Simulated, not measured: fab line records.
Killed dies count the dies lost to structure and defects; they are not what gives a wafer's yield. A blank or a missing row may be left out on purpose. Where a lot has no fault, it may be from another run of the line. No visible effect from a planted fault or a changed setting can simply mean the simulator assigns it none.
The tool behind it: which one? | flow gf180mcu | 12 lots (36 wafers sampled), 1 step of a 602-step route

## WHAT EACH GAUGE READ, for each wafer
GF_HV_LDD_TW_MEAS_50.
lot  | measured     | on           | HV_LDD_4_TW
L075 | day 12 21:25 | filmMetro-02 | 565.9 567.1 569.3
L077 | day 13 12:44 | filmMetro-03 | 562.4 564.3 566.0
L079 | day 13 21:55 | filmMetro-03 | 565.3 566.1 565.9
L081 | day 14 19:35 | filmMetro-02 | 566.4 567.6 566.2
L083 | day 15 07:09 | filmMetro-01 | 569.2 569.0 572.8
L085 | day 16 02:10 | filmMetro-02 | 570.5 567.3 567.4
L087 | day 16 17:34 | filmMetro-01 | 568.4 571.3 572.3
L089 | day 17 12:22 | filmMetro-01 | 572.3 570.8 574.2
L092 | day 18 20:10 | filmMetro-01 | 569.2 566.9 567.6
L093 | day 19 07:33 | filmMetro-02 | 565.8 566.4 567.0
L095 | day 19 18:59 | filmMetro-03 | 570.5 571.2 569.0
L096 | day 20 08:21 | filmMetro-02 | 569.1 569.6 566.3

## WHAT TOOL EACH LOT RAN ON (gives the tool, then ch and the chambers of the sampled wafers, and finally the start)
Record: no process step prior to these readings.

## THE ANSWER, worked out from the rows above alone
Rule: the usual values come from the lots themselves. The widest of any qualifying gaps counts: lots, ordered by their means at a reading, are off when they make up no more than a third of the lots, leave a main group of 4 or more, and stand apart from it by 3 or more times the standard deviation of that group's means. If all means in a main group match to the digits the tables above print for the reading, that group is not used. Also off: a lot with no number at a reading for which 4 or more lots have one. The other lots that the step has rows for count as sound.
Nothing can be told from this: no lot is off at any reading shown.

## WHAT HAD BEEN PUT IN BY THE SIMULATOR
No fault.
